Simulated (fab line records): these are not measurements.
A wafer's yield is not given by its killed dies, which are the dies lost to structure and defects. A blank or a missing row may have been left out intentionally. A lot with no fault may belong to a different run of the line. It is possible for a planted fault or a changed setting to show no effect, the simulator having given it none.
One fault seen from 2 desks / flow sky130 / every desk sees just its own numbers, and what lay behind them comes last

== TOOL OWNER'S DESK, cvd_w-01 ==
The tool's own readings at SKY_VIA4_CVD_18 (deposits W, target thk 505 nm, time 152.14 s): means of the sampled wafers that have a number, for each lot that ran on this tool. Any lot whose mean is over 4 standard deviations away from the usual mean is out of limits and marked OUT; that distance is given in the brackets.
Columns: A = chamber_pressure_Torr at SKY_VIA4_CVD_18, usual 39.99 Torr; B = heater_power_w at SKY_VIA4_CVD_18, usual 856 W
lot=L608; first seen here=day 42 22:46; A=39.96; B=824
lot=L609; first seen here=day 43 11:43; A=40.03; B=830
lot=L611; first seen here=day 44 19:44; A=39.99; B=830
lot=L613; first seen here=day 44 21:46; A=40.00; B=895
lot=L615; first seen here=day 45 01:16; A=39.91; B=897
lot=L616; first seen here=day 45 07:53; A=40.01; B=890
lot=L622; first seen here=day 46 20:51; A=38.36 (-19) OUT; B=776
lot=L626; first seen here=day 48 01:43; A=39.51 (-5.5) OUT; B=897
This desk finds L622, L626 out of limits, L622 being first, at day 46 20:51 (chamber_pressure_Torr at SKY_VIA4_CVD_18). L608, L609, L611, L613, L615, L616 stayed within limits.

== THE METROLOGY DESK ==
Means of the sampled wafers that have a number, per lot and without regard to the tool the lot ran on: this is what the gauges read. Any lot whose mean is over 4 standard deviations away from the usual mean is out of limits and marked OUT; that distance is given in the brackets.
Columns: A = cd_nm at SKY_METAL4_CD_MEAS_13, usual 300.4 nm; B = METAL4_OVL at SKY_METAL4_OVL_MEAS_14, usual 2 nm
lot=L608; first seen here=day 41 21:22; A=300.5; B=-2
lot=L607; first seen here=day 42 01:34; A=298.6; B=-0
lot=L609; first seen here=day 42 10:10; A=301.6; B=-2
lot=L611; first seen here=day 43 19:32; A=299.5; B=3
lot=L614; first seen here=day 43 20:11; A=302.2; B=3
lot=L612; first seen here=day 43 21:13; A=300.3; B=5
lot=L613; first seen here=day 43 21:35; A=299.2; B=3
lot=L615; first seen here=day 44 02:11; A=301.7; B=10
lot=L616; first seen here=day 44 08:53; A=302.1; B=7
lot=L617; first seen here=day 44 15:10; A=299.6; B=-1
lot=L622; first seen here=day 45 22:01; A=297.8; B=1
lot=L626; first seen here=day 47 05:38; A=301.4; B=-4
lot=L630; first seen here=day 47 19:08; A=300.5; B=2
Result from this desk: across the 13 lots, nothing is out of limits.

== ALL TOGETHER ==
The tool owner's desk had the chance to raise an alarm at day 46 20:51 on L622, L626.
At the metrology desk, nothing out of limits was observed.
The metrology desk holds a record of L622, L626, inside its limits.
Of the lots named, all ran SKY_VIA4_CVD_18 on cvd_w-01.

== WHAT THE SIMULATOR HAD PUT IN ==
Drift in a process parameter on cvd_w-01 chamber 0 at SKY_VIA4_CVD_18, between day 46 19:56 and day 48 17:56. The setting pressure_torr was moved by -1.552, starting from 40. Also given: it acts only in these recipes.
Struck lots among those shown: L622, L626.
Time in hours from fault onset to the first out-of-limits reading at each desk: the tool owner's desk, 1.
